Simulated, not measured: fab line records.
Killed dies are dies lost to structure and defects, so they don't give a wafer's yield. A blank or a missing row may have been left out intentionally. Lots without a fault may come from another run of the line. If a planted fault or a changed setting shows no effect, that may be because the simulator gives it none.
fab line records	flow sky130
record: lots: 14	wafers: 41	lastDay: 50
route steps=708 shown LI_CONTACT@386 CONTACT@429 METAL1@449
lots that met no fault: taken from a fault-free run of the same line
startH: start of the lot's first displayed wafer, in hours after the record's first day	waitH: hours since the lot's step before	" the same as in the row above	L1.1+2: a row that stands for several wafers	- no value, or no start given	* or withheld: withheld	< > ~ a bound
route shown NAME@n: a module of which the file shows steps, and the number in the route of the first	usual: average and standard deviation across the fault-free wafers	same: alike in all rows	chamber/n: place in a boat	sites: each site's reading	_std_site: standard deviation of those values	_edge_site: inner sites' mean taken away from outer sites' mean	radiusMm: how far each site lies from the wafer's centre	mask NAME#n: copy n	behind: tool/chamber where the wafer was last shaped	hold: the reason the lot was held/the length of the hold in hours/how it ended	device: the n, p or np transistor that did not switch	end of line: the tests these same wafers got at the end of their route	where a step has no rows: the recipe by itself	killed: the dies lost at the first sort to structure and to defects; this is not the yield of the wafer	map: dies across one wafer; x = killed, . = not, _ = none there
set.NAME: the setting as run; set.NAME@STEP: as run at that earlier step	model.NAME: the simulator's own value behind a step, which no gauge read
a sample of lots followed through the steps of the route, with each step as a table and each wafer as a row
services: a tool's chamber out of use, with start hour (startH, from the record's first day; less than 0 if before it), hours out, and reason
== steps ==
step: SKY_LI_CONTACT_CMP_24
recipe: stopOn: PSG	tOverpolishS: 20	downForcePsi: 3.5	platenRpm: 60	targetThkNm: 0	padVelocityMS: 0.94248
usual: motorCurrentA: 11.4/1.5	overpolishRunS: 20.000/0.0093	slurryFlowMlMin: 149.9/0.5	timeToEndpointS: 94/4.7
lot.wafer	tool	chamber	startH	waitH	motorCurrentA	overpolishRunS	slurryFlowMlMin	timeToEndpointS
L166.1	cmp-02	1	681.94	0.1	11.5	19.995	150.4	90
L166.3	"	3	"	"	11.4	20.004	150.1	84
L166.6	"	2	"	"	12.8	20.000	150.5	96
L168.1	cmp-01	3	713.02	0.1	12.0	19.994	148.7	98
L168.3	"	1	"	"	13.7	20.004	150.6	92
L168.2	"	2	"	"	8.2	20.011	150.2	86
L169.1	cmp-02	2	713.86	0.1	12.5	19.984	149.4	101
L169.2	"	3	"	"	11.1	20.008	150.0	89
L169.5	"	2	"	"	12.7	19.986	150.0	103
L172.2	cmp-01	3	731.09	0.0	11.8	20.001	150.4	92
L172.1	"	0	"	"	11.8	19.992	150.1	90
L172.6	"	3	"	"	11.6	19.988	150.3	95
L173.1	cmp-01	2	755.54	0.1	8.2	20.004	150.2	87
L173.3	"	3	"	"	12.2	20.001	150.4	94
L173.6	"	3	"	"	11.4	19.990	150.5	94
L175.4	cmp-02	3	759.46	0.0	11.4	19.983	149.8	95
L175.3	"	0	"	"	10.2	20.003	150.3	102
L175.6	"	3	"	"	11.3	20.000	149.8	95
L174.4	cmp-01	3	763.68	0.0	12.7	20.000	150.1	98
L174.3	"	1	"	"	13.4	20.005	150.3	95
L174.5	"	3	"	"	12.2	20.016	149.9	95
L176.4	cmp-01	2	770.90	0.0	7.9	19.999	149.0	84
L176.1	"	1	"	"	14.0	20.014	150.4	90
L176.5	"	2	"	"	8.2	20.001	150.4	87
L177.4	cmp-02	1	773.23	0.0	11.2	20.006	149.3	89
L177.3	"	2	"	"	13.0	20.005	150.5	96
L177.2	"	0	"	"	10.3	19.995	149.5	95
L180.4	cmp-02	2	794.65	0.1	12.7	19.987	150.3	99
L180.3	"	3	"	"	11.5	20.002	149.3	94
L180.6	"	1	"	"	11.7	20.008	149.7	95
L183.2	cmp-01	1	821.48	0.1	13.3	20.011	149.0	94
L183.6	"	0	"	"	12.0	20.012	149.6	92
L186.1	cmp-02	1	837.39	0.1	11.2	20.004	149.7	97
L186.4	"	2	"	"	12.8	19.993	150.2	99
L186.2	"	0	"	"	10.7	20.009	150.5	101
L184.1	cmp-01	2	837.63	0.2	8.0	20.005	150.5	90
L184.3	"	3	"	"	11.8	19.987	149.8	91
L184.5	"	1	"	"	13.6	20.005	150.0	91
L187.2	cmp-02	0	844.20	0.0	10.2	19.995	150.0	101
L187.1	"	2	"	"	12.4	19.998	150.8	99
L187.4	"	3	"	"	11.5	20.000	150.1	92
step: SKY_CONTACT_SPUTTER_23
recipe: material: TiN	targetThkNm: 20	chamberPressurePa: 5	powerW: 4000	timeS: 80
usual: throttleValvePct: 29.9/1
lot.wafer	tool	chamber	startH	waitH	throttleValvePct
L166.1	pvdSputter-04	-	739.60	0.0	28.4
L166.3	"	-	"	"	30.0
L166.6	"	-	"	"	29.5
L168.1	pvdSputter-02	-	770.03	0.0	28.0
L168.2	"	-	"	"	29.8
L168.3	"	-	"	"	30.7
L169.1	pvdSputter-01	-	771.03	0.0	29.6
L169.2	"	-	"	"	30.9
L169.5	"	-	"	"	31.2
L172.1	pvdSputter-01	-	788.05	0.0	30.3
L172.2	"	-	"	"	31.2
L172.6	"	-	"	"	31.2
L173.1	pvdSputter-02	-	811.60	0.0	30.2
L173.3	"	-	"	"	28.1
L173.6	"	-	"	"	30.6
L175.3	pvdSputter-01	-	814.76	0.0	31.0
L175.4	"	-	"	"	29.3
L175.6	"	-	"	"	31.5
L174.3	pvdSputter-04	-	819.87	0.0	29.0
L174.4	"	-	"	"	28.6
L174.5	"	-	"	"	30.4
L176.1	pvdSputter-04	-	827.10	0.0	29.3
L176.4	"	-	"	"	28.4
L176.5	"	-	"	"	28.3
L177.2	pvdSputter-04	-	828.80	0.0	28.5
L177.3	"	-	"	"	30.6
L177.4	"	-	"	"	29.2
L180.3	pvdSputter-04	-	850.73	0.0	28.6
L180.4	"	-	"	"	29.4
L180.6	"	-	"	"	30.1
L183.2	pvdSputter-04	-	876.77	0.0	30.1
L183.6	"	-	"	"	30.5
L186.1	pvdSputter-02	-	892.50	0.0	27.9
L186.2	"	-	"	"	30.3
L186.4	"	-	"	"	30.0
L184.1	pvdSputter-01	-	893.83	0.0	29.4
L184.3	"	-	"	"	30.9
L184.5	"	-	"	"	30.3
L187.1	pvdSputter-02	-	899.47	0.0	30.0
L187.2	"	-	"	"	28.1
L187.4	"	-	"	"	30.6
step: SKY_CONTACT_CVD_24
recipe: material: W	targetThkNm: 340	timeS: 102.12	tempC: 400	pressureTorr: 40
usual: heaterPowerOuterW: 487/29	heaterPowerW: 801/25
lot.wafer	tool	chamber	startH	waitH	heaterPowerOuterW	heaterPowerW	sinceWetCleanH
L166.1	cvdW-02	1	739.66	0.0	485	804	336
L166.3	"	1	"	"	503	800	-
L166.6	"	1	"	"	495	826	-
L168.1	cvdW-01	1	770.09	0.0	442	801	866
L168.2	"	0	"	"	524	835	866
L168.3	"	1	"	"	450	798	-
L169.1	cvdW-02	0	771.09	0.0	472	766	367
L169.2	"	1	"	"	498	791	367
L169.5	"	0	"	"	459	798	-
L172.1	cvdW-01	1	788.11	0.0	444	811	884
L172.2	"	0	"	"	532	816	884
L172.6	"	0	"	"	510	853	-
L173.1	cvdW-02	1	811.67	0.0	504	787	408
L173.3	"	0	"	"	467	766	-
L173.6	"	1	"	"	505	800	-
L175.3	cvdW-02	0	814.86	0.1	476	770	-
L175.4	"	1	"	"	502	807	-
L175.6	"	0	"	"	465	768	-
L174.3	cvdW-02	1	819.97	0.1	508	810	-
L174.4	"	0	"	"	463	791	-
L174.5	"	0	"	"	462	768	-
L176.1	cvdW-02	0	827.16	0.0	453	775	423
L176.4	"	1	"	"	498	805	-
L176.5	"	0	"	"	469	776	-
L177.2	cvdW-02	1	828.86	0.0	500	805	425
L177.3	"	0	"	"	473	785	-
L177.4	"	1	"	"	507	789	-
L180.3	cvdW-01	1	850.83	0.1	439	785	-
L180.4	"	0	"	"	521	822	-
L180.6	"	1	"	"	455	803	-
L183.2	cvdW-02	1	876.83	0.0	502	821	473
L183.6	"	0	"	"	468	792	-
L186.1	cvdW-01	0	892.56	0.0	523	868	989
L186.2	"	1	"	"	452	782	989
L186.4	"	1	"	"	458	808	-
L184.1	cvdW-02	1	893.89	0.0	513	810	490
L184.3	"	1	"	"	508	817	-
L184.5	"	0	"	"	466	776	-
L187.1	cvdW-01	1	899.53	0.0	451	795	996
L187.2	"	0	"	"	531	835	996
L187.4	"	1	"	"	458	812	-
step: SKY_CONTACT_RS_MEAS_25
recipe: thkMeasGauge: four-point-probe	reads: W_of_CONTACT_CVD_24+TiN_of_CONTACT_SPUTTER_23
usual: CONTACT_W_RS: 0.3404/0.003
lot.wafer	tool	chamber	startH	waitH	CONTACT_W_RS[ohm/sq]
L166.1	filmMetro-03	-	739.77	0.1	0.3363
L166.3	"	-	"	"	0.3361
L166.6	"	-	"	"	0.3368
L168.1	filmMetro-03	-	770.20	0.1	0.3415
L168.2	"	-	"	"	0.3436
L168.3	"	-	"	"	0.3428
L169.1	filmMetro-02	-	771.20	0.1	0.3462
L169.2	"	-	"	"	0.3429
L169.5	"	-	"	"	0.3432
L172.1	filmMetro-04	-	788.22	0.1	0.3411
L172.2	"	-	"	"	0.3414
L172.6	"	-	"	"	0.3375
L173.1	filmMetro-02	-	811.78	0.1	0.3418
L173.3	"	-	"	"	0.3476
L173.6	"	-	"	"	0.3470
L175.3	filmMetro-02	-	814.97	0.1	0.3418
L175.4	"	-	"	"	0.3369
L175.6	"	-	"	"	0.3408
L174.3	filmMetro-04	-	820.09	0.1	0.3375
L174.4	"	-	"	"	0.3422
L174.5	"	-	"	"	0.3425
L176.1	filmMetro-03	-	827.27	0.1	0.3402
L176.4	"	-	"	"	0.3391
L176.5	"	-	"	"	0.3404
L177.2	filmMetro-04	-	828.99	0.1	0.3387
L177.3	"	-	"	"	0.3432
L177.4	"	-	"	"	0.3391
L180.3	filmMetro-03	-	850.94	0.1	0.3430
L180.4	"	-	"	"	0.3389
L180.6	"	-	"	"	0.3444
L183.2	filmMetro-04	-	876.96	0.1	0.3403
L183.6	"	-	"	"	0.2483
L186.1	filmMetro-04	-	892.67	0.1	0.3400
L186.2	"	-	"	"	0.3415
L186.4	"	-	"	"	0.3395
L184.1	filmMetro-04	-	894.00	0.1	0.3399
L184.3	"	-	"	"	0.3403
L184.5	"	-	"	"	0.2512
L187.1	filmMetro-04	-	899.64	0.1	0.3414
L187.2	"	-	"	"	0.3398
L187.4	"	-	"	"	0.3415
step: SKY_CONTACT_THK_MEAS_26
recipe: thkMeasGauge: xrf	reads: W_of_CONTACT_CVD_24
usual: CONTACT_W_THK: 337/5.7
lot.wafer	tool	chamber	startH	waitH	CONTACT_W_THK[nm]
L166.1	filmMetro-03	-	739.89	0.1	343
L166.3	"	-	"	"	344
L166.6	"	-	"	"	344
L168.1	filmMetro-03	-	770.32	0.1	337
L168.2	"	-	"	"	333
L168.3	"	-	"	"	335
L169.1	filmMetro-02	-	771.32	0.1	324
L169.2	"	-	"	"	328
L169.5	"	-	"	"	328
L172.1	filmMetro-04	-	788.34	0.1	338
L172.2	"	-	"	"	337
L172.6	"	-	"	"	343
L173.1	filmMetro-02	-	811.90	0.1	331
L173.3	"	-	"	"	324
L173.6	"	-	"	"	324
L175.3	filmMetro-02	-	815.07	0.1	331
L175.4	"	-	"	"	335
L175.6	"	-	"	"	330
L174.3	filmMetro-04	-	820.19	0.1	345
L174.4	"	-	"	"	339
L174.5	"	-	"	"	338
L176.1	filmMetro-03	-	827.39	0.1	340
L176.4	"	-	"	"	343
L176.5	"	-	"	"	343
L177.2	filmMetro-04	-	829.10	0.1	343
L177.3	"	-	"	"	335
L177.4	"	-	"	"	342
L180.3	filmMetro-03	-	851.04	0.1	337
L180.4	"	-	"	"	343
L180.6	"	-	"	"	338
L183.2	filmMetro-04	-	877.07	0.1	341
L183.6	"	-	"	"	471
L186.1	filmMetro-04	-	892.79	0.1	335
L186.2	"	-	"	"	335
L186.4	"	-	"	"	335
L184.1	filmMetro-04	-	894.12	0.1	337
L184.3	"	-	"	"	336
L184.5	"	-	"	"	453
L187.1	filmMetro-04	-	899.76	0.1	336
L187.2	"	-	"	"	339
L187.4	"	-	"	"	335
step: SKY_CONTACT_CMP_27
recipe: stopOn: SiO2	tOverpolishS: 15	downForcePsi: 3.5	platenRpm: 60	targetThkNm: 0	padVelocityMS: 0.94248
usual: motorCurrentA: 11.4/1.3	slurryFlowMlMin: 150.0/0.49	timeToEndpointS: 82/4.4
lot.wafer	tool	chamber	startH	waitH	motorCurrentA	slurryFlowMlMin	timeToEndpointS
L166.1	cmp-02	3	739.95	0.1	11.7	150.3	82
L166.3	"	1	"	"	11.3	149.7	82
L166.6	"	3	"	"	11.0	149.2	81
L168.1	cmp-02	3	770.38	0.1	10.6	150.2	75
L168.3	"	0	"	"	10.3	149.9	85
L168.2	"	2	"	"	13.2	151.0	82
L169.1	cmp-02	0	771.38	0.1	10.0	150.4	83
L169.2	"	1	"	"	11.4	149.8	77
L169.5	"	0	"	"	10.3	151.1	83
L172.1	cmp-01	0	788.40	0.1	11.8	150.4	79
L172.2	"	1	"	"	13.7	149.7	82
L172.6	"	1	"	"	14.5	150.0	80
L173.1	cmp-02	3	812.01	0.1	11.3	149.9	76
L173.3	"	0	"	"	9.7	149.8	85
L173.6	"	2	"	"	12.6	150.1	84
L175.4	cmp-02	2	815.11	0.0	12.0	150.0	88
L175.3	"	3	"	"	11.5	150.4	78
L175.6	"	3	"	"	11.2	149.8	80
L174.3	cmp-02	1	820.33	0.1	11.4	150.9	82
L174.4	"	2	"	"	13.0	149.5	83
L174.5	"	3	"	"	11.8	149.2	80
L176.1	cmp-02	2	827.45	0.1	12.6	150.4	89
L176.4	"	1	"	"	11.3	150.1	87
L176.5	"	3	"	"	10.7	148.9	79
L177.2	cmp-02	2	829.15	0.0	12.8	150.3	86
L177.3	"	3	"	"	11.5	150.7	79
L177.4	"	0	"	"	10.3	150.5	85
L180.3	cmp-01	2	851.18	0.1	8.8	150.1	74
L180.4	"	3	"	"	11.4	149.9	89
L180.6	"	1	"	"	13.3	150.0	81
L183.2	cmp-01	3	877.12	0.0	12.2	150.1	84
L183.6	"	0	"	"	12.2	150.6	109
L186.1	cmp-01	1	892.85	0.1	12.9	149.3	82
L186.4	"	3	"	"	12.3	149.9	82
L186.2	"	0	"	"	12.0	150.1	81
L184.3	cmp-01	3	894.18	0.0	11.6	149.5	88
L184.1	"	0	"	"	12.2	150.6	81
L184.5	"	0	"	"	11.3	150.2	113
L187.1	cmp-02	1	899.87	0.1	10.4	149.5	76
L187.2	"	2	"	"	12.6	149.2	81
L187.4	"	3	"	"	11.3	150.3	72
step: SKY_METAL1_CD_MEAS_15
recipe: targetCdNm: 140
usual: cdNm: 138.9/1.5
lot.wafer	tool	chamber	startH	waitH	cdNm
L166.1	cdSem-01	-	767.17	-	139.0
L166.3	"	-	"	"	139.1
L166.6	"	-	"	"	139.9
L168.1	cdSem-01	-	797.47	-	137.1
L168.2	"	-	"	"	136.3
L168.3	"	-	"	"	137.8
L169.1	cdSem-02	-	798.86	-	140.7
L169.2	"	-	"	"	140.9
L169.5	"	-	"	"	139.0
L172.1	cdSem-01	-	815.16	-	136.1
L172.2	"	-	"	"	138.7
L172.6	"	-	"	"	137.3
L173.1	cdSem-02	-	839.01	-	140.4
L173.3	"	-	"	"	140.5
L173.6	"	-	"	"	142.2
L175.3	cdSem-01	-	840.76	-	140.3
L175.4	"	-	"	"	138.6
L175.6	"	-	"	"	139.8
L174.3	cdSem-01	-	847.00	-	138.1
L174.4	"	-	"	"	139.1
L174.5	"	-	"	"	137.7
L176.1	cdSem-01	-	854.46	-	137.4
L176.4	"	-	"	"	141.1
L176.5	"	-	"	"	141.4
L177.2	cdSem-01	-	855.78	-	138.8
L177.3	"	-	"	"	137.8
L177.4	"	-	"	"	138.8
L180.3	cdSem-02	-	877.20	-	138.6
L180.4	"	-	"	"	138.8
L180.6	"	-	"	"	138.6
L183.2	cdSem-02	-	902.89	-	139.5
L183.6	"	-	"	"	138.3
L186.1	cdSem-01	-	918.81	-	140.5
L186.2	"	-	"	"	140.1
L186.4	"	-	"	"	141.2
L184.1	cdSem-02	-	919.31	-	139.3
L184.3	"	-	"	"	140.1
L184.5	"	-	"	"	137.6
L187.1	cdSem-01	-	925.26	-	137.8
L187.2	"	-	"	"	135.6
L187.4	"	-	"	"	138.0
== services ==
tool	chamber	startH	hours	kind
cmp-02	-	662.84	1.3	repair
cmp-02	-	663.47	1.7	repair
cmp-02	-	667.24	0.3	repair
cmp-01	-	687.71	4.1	repair
cmp-02	-	691.79	5.6	pm
cvdW-02	1	697.69	5.1	repair
pvdSputter-04	-	701.80	4.4	repair
cvdW-01	-	706.18	0.5	repair
pvdSputter-04	-	710.67	3.2	repair
cmp-02	-	733.83	5.2	pm
cmp-02	-	744.04	4.0	pm
cvdW-02	-	752.31	0.3	repair
cvdW-01	0	754.57	4.1	repair
cvdW-01	-	770.69	0.9	repair
cmp-01	-	782.30	0.8	repair
cmp-01	-	797.15	2.5	repair
cmp-01	-	805.97	0.5	repair
pvdSputter-02	-	819.61	9.3	repair
pvdSputter-02	-	821.36	15.1	repair
pvdSputter-01	-	834.76	4.5	repair
cmp-01	-	866.27	0.6	repair
cvdW-02	-	866.41	2.0	repair
cmp-02	-	870.84	2.4	repair
cmp-02	-	881.19	3.1	repair
== key ==
firstSign: step: SKY_CONTACT_RS_MEAS_25	reading: CONTACT_W_RS	direction: down	sigmas: 31	usual: 0.3404	struck: 0.2498
effect: step: SKY_CONTACT_THK_MEAS_26	reading: CONTACT_W_THK	direction: up	sigmas: 22	usual: 337	struck: 462
effect: step: SKY_CONTACT_CMP_27	reading: timeToEndpointS	direction: up	sigmas: 6.7	usual: *	struck: *
metAt SKY_CONTACT_CVD_24
struckLots L183,L184
struckWafers L183.6,L184.5
sortLeftOut L183.6
testerLeftOut L183,L184
notActingAt SKY_LI_CONTACT_CMP_24,SKY_CONTACT_SPUTTER_23,SKY_METAL1_CD_MEAS_15
onsetBetween 828.86 876.83
fault: kind: processParameterDrift	tool: cvdW-02	chamber: 0	onsetH: 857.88	steps: SKY_CONTACT_CVD_24	channel: targetThkNm	offset: 122.78	shape: step	endH: 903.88	actsIn: theseRecipesOnly	stated: 340
testerLeftOut: of these lots the tester's yield and bins aren't shown, on N5 and GAA mostly nor the transistor test; their killed dies are dies lost to structure and defects alone, not to doping, threshold or leakage, so they don't give the yield
sortLeftOut: the simulated sort isn't trusted on such a fault, so these wafers' sort isn't shown, and their yield isn't known
